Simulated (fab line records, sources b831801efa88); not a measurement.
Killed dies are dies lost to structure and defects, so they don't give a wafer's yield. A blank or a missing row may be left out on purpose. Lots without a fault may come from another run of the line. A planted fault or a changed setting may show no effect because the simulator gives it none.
Which tool did it? | flow gf180mcu | 6 lots, 18 wafers sampled, at 2 steps of a route of 602

WHAT THE GAUGES READ, wafer by wafer
GF_V5_CD_MEAS_14: target cd 260 nm.
lot  | measured     | on        | cd_nm (nm)
L296 | day 28 05:26 | cd_sem-01 | 259.4 257.8 258.2
L298 | day 28 23:20 | cd_sem-01 | 261.2 261.1 261.8
L301 | day 30 00:55 | cd_sem-02 | 262.3 260.0 261.7
L307 | day 31 12:35 | cd_sem-02 | 260.4 259.9 260.2
L309 | day 32 00:05 | cd_sem-01 | 259.9 259.4 258.5
L314 | day 33 13:32 | cd_sem-02 | 262.6 260.2 260.8

WHICH TOOL RAN EACH LOT (tool, then ch and the chambers of the sampled wafers, then the start)
lot  | GF_MIM_SPUTTER_04
L296 | pvd_sputter-04, day 25 14:56
L298 | pvd_sputter-04, day 26 10:10
L301 | pvd_sputter-02, day 27 14:07
L307 | pvd_sputter-03, day 29 04:58
L309 | pvd_sputter-02, day 29 16:31
L314 | pvd_sputter-02, day 31 10:12
- GF_MIM_SPUTTER_04: material TiN, target thk 50 nm, time 41.7 s.

THE ANSWER, worked out from the rows above alone
Rule: what is usual is taken from the lots themselves. Put in order of their means at a reading, lots are off if they are a third of the lots or fewer, leave a main group of 4 or more, and stand apart from it by a gap of 3 or more times the standard deviation of the main group's means; of several such gaps the widest counts. A main group whose means are all the same, to the digits that the tables above print for the reading, isn't used. A lot without any number at a reading at which 4 lots or more have one is off too. The other lots that the step has rows for count as sound.
No lot is off at any reading shown: from this, nothing can be told.

WHAT THE SIMULATOR HAD PUT IN
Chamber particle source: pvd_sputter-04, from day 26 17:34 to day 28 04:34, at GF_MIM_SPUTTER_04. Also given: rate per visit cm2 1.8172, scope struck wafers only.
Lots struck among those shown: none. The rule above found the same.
